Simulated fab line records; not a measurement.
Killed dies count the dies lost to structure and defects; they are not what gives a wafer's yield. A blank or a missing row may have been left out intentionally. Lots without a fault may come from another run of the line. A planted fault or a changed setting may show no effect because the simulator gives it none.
The tool behind it: which one? -- flow gf180mcu -- 33 wafers from 11 lots sampled at 6 of the route's 602 steps

== WHAT THE GAUGES SHOWED, per wafer ==
GF_V3_RS_MEAS_24: measures by four-point-probe.
lot,measured,on,V3_W_RS (ohm/sq)
L941,day 22 08:35,filmMetro-03,0.325 0.325 0.322
L942,day 22 12:33,filmMetro-02,0.324 0.321 0.326
L944,day 23 07:29,filmMetro-02,0.334 0.329 0.331
L946,day 24 10:22,filmMetro-03,0.324 0.321 0.326
L947,day 24 16:56,filmMetro-03,0.332 0.331 0.325
L950,day 25 13:29,filmMetro-03,0.452 0.455 0.457 0.451 0.454 0.458
L953,day 27 04:24,filmMetro-02,0.450 0.448 0.461 0.449 0.448 0.462
L956,day 27 20:41,filmMetro-04,0.328 0.328 0.326
L959,day 28 13:24,filmMetro-03,0.329 0.325 0.326
L961,day 28 22:20,filmMetro-03,0.329 0.325 0.327
L962,day 29 02:01,filmMetro-03,0.325 0.326 0.324

GF_V3_THK_MEAS_25: measures by xrf.
lot,measured,on,V3_W_THK (nm)
L941,day 22 08:42,filmMetro-03,349 349 353
L942,day 22 12:40,filmMetro-02,353 359 353
L944,day 23 07:35,filmMetro-02,344 350 349
L946,day 24 10:28,filmMetro-03,351 354 348
L947,day 24 17:01,filmMetro-03,342 344 348
L950,day 25 19:20,filmMetro-03,281 279 277 281 281 277
L953,day 27 07:23,filmMetro-02,280 281 277 281 282 275
L956,day 27 20:48,filmMetro-04,339 342 344
L959,day 28 13:31,filmMetro-03,346 350 349
L961,day 28 22:28,filmMetro-03,343 350 348
L962,day 29 02:07,filmMetro-03,344 344 345

GF_M4_RS_MEAS_05: measures by four-point-probe.
lot,measured,on,M4_ALCU_RS (ohm/sq)
L941,day 22 09:17,filmMetro-02,0.0667 0.0673 0.0677
L942,day 22 13:15,filmMetro-01,0.0683 0.0683 0.0674
L944,day 23 08:11,filmMetro-01,0.0675 0.0677 0.0678
L946,day 24 11:04,filmMetro-01,0.0681 0.0690 0.0691
L947,day 24 17:38,filmMetro-02,0.0687 0.0673 0.0679
L950,day 26 00:02,filmMetro-02,0.0697 0.0693 0.0699
L953,day 27 09:43,filmMetro-02,0.0691 0.0684 0.0695
L956,day 27 21:23,filmMetro-01,0.0675 0.0682 0.0683
L959,day 28 14:06,filmMetro-01,0.0693 0.0695 0.0682
L961,day 28 23:02,filmMetro-01,0.0685 0.0691 0.0693
L962,day 29 02:44,filmMetro-01,0.0681 0.0681 0.0685

== TOOL THAT RAN EACH LOT (tool first, then ch and the chambers of the sampled wafers, then the start) ==
lot,GF_V3_CVD_02,GF_V3_ETCH_16,GF_V3_CVD_23
L941,"pecvd-03 ch 1,2, day 21 07:16","rieDiel-04 ch 1,2, day 22 07:43","cvdW-01 ch 0,1, day 22 08:28"
L942,"pecvd-04 ch 0,2, day 21 11:41","rieDiel-04 ch 1,2, day 22 11:40","cvdW-01 ch 0,1, day 22 12:25"
L944,"pecvd-03 ch 0,1, day 22 06:22","rieDiel-01 ch 1,2, day 23 06:34","cvdW-01 ch 0,1, day 23 07:23"
L946,"pecvd-03 ch 0,1, day 23 10:10","rieDiel-01 ch 1,3, day 24 09:28","cvdW-02 ch 0,1, day 24 10:16"
L947,"pecvd-04 ch 0,1,2, day 23 16:59","rieDiel-02 ch 0,1,2, day 24 15:59","cvdW-01 ch 0,1, day 24 16:47"
L950,"pecvd-02 ch 0,1,2, day 24 14:43","rieDiel-04 ch 0,1,2, day 25 12:35","cvdW-01 ch 0,1, day 25 13:22"
L953,"pecvd-03 ch 0,1,2, day 26 06:28","rieDiel-02 ch 0,2,3, day 27 03:28","cvdW-01 ch 0,1, day 27 04:16"
L956,"pecvd-04 ch 1,2, day 26 23:01","rieDiel-04 ch 1,2,3, day 27 19:49","cvdW-02 ch 0,1, day 27 20:34"
L959,"pecvd-02 ch 0,2, day 27 16:16","rieDiel-01 ch 0,1,2, day 28 12:25","cvdW-02 ch 0, day 28 13:17"
L961,"pecvd-04 ch 1,2, day 28 00:53","rieDiel-01 ch 0,1,2, day 28 21:28","cvdW-02 ch 0,1, day 28 22:14"
L962,"pecvd-02 ch 0,1,2, day 28 05:05","rieDiel-04 ch 0,1,2, day 29 01:07","cvdW-02 ch 0,1, day 29 01:53"
- GF_V3_CVD_02: deposits SiO2 from TEOS, target thk 850 nm, time 94.851 s.
- GF_V3_ETCH_16: etches BARC in N2/H2.
- GF_V3_CVD_23: deposits W, target thk 350 nm, time 104.9 s.

== WHAT THE TOOLS THEMSELVES READ (means of the sampled wafers that have a number; where no wafer has one, the mark that the record gives instead) ==
GF_V3_CVD_02.
lot,tool,heaterPowerW (W)
L941,pecvd-03,707
L942,pecvd-04,602
L944,pecvd-03,805
L946,pecvd-03,717
L947,pecvd-04,666
L950,pecvd-02,649
L953,pecvd-03,647
L956,pecvd-04,666
L959,pecvd-02,680
L961,pecvd-04,706
L962,pecvd-02,633

GF_V3_ETCH_16.
lot,tool,chamberPressureMTorr (mTorr),drypumpMotorCurrentA (A),oesProductAu (a.u.),throttleValvePct (%)
L941,rieDiel-04,29.984,6.2,0.852,13.228
L942,rieDiel-04,29.999,5.8,0.854,13.232
L944,rieDiel-01,29.991,5.7,0.854,13.220
L946,rieDiel-01,30.012,5.8,0.858,13.235
L947,rieDiel-02,29.970,5.6,0.853,13.226
L950,rieDiel-04,29.980,5.9,0.850,13.227
L953,rieDiel-02,29.999,5.9,0.859,13.228
L956,rieDiel-04,29.987,6.0,0.854,13.215
L959,rieDiel-01,29.997,5.9,0.854,13.222
L961,rieDiel-01,29.993,5.9,0.855,13.221
L962,rieDiel-04,29.995,5.9,0.852,13.238

GF_V3_CVD_23.
lot,tool,heaterPowerW (W)
L941,cvdW-01,885
L942,cvdW-01,862
L944,cvdW-01,873
L946,cvdW-02,809
L947,cvdW-01,876
L950,cvdW-01,877
L953,cvdW-01,879
L956,cvdW-02,841
L959,cvdW-02,786
L961,cvdW-02,841
L962,cvdW-02,802

== THE ANSWER, worked out from the rows above alone ==
Rule: the usual values come from the lots themselves. Put in order of their means at a reading, lots are off if they are a third of the lots or fewer, leave a main group of 4 or more, and stand apart from it by a gap of 3 or more times the standard deviation of the main group's means; of several such gaps the widest counts. A main group whose means are all the same, to the digits that the tables above print for the reading, isn't used. Also off: a lot with no number at a reading for which 4 or more lots have one. Where the step has rows for the other lots, those lots are counted as sound. First the gauges in route order, then the tools' own readings, where a lot's mean is used as printed above. The first step at which some lot is off is used, and at that step the reading that is off furthest; a lot without a number counts as furthest.
Off: at GF_V3_RS_MEAS_24 (V3_W_RS), L950, L953. The main group: mean 0.326 ohm/sq, standard deviation 0.0025.
A tool fits if, at a process step before that reading, it ran every lot that is off, and no sound lot after the first of them. Those tools and the gauges at GF_V3_RS_MEAS_24 are tried in the same way. One candidate fits, namely cvdW-01 at GF_V3_CVD_23. Its last sound lot is L947 (day 24 16:47), its first lot that is off L950 (day 25 13:22): a fault that began between those two fits.

== WHAT WAS PUT IN BY THE SIMULATOR ==
Site profile drift: cvdW-01, from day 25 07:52 on, at GF_V3_CVD_23. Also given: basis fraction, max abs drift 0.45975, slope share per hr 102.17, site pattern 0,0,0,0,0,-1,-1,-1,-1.
Lots struck among those shown: L950, L953. The rule above reached the same finding.
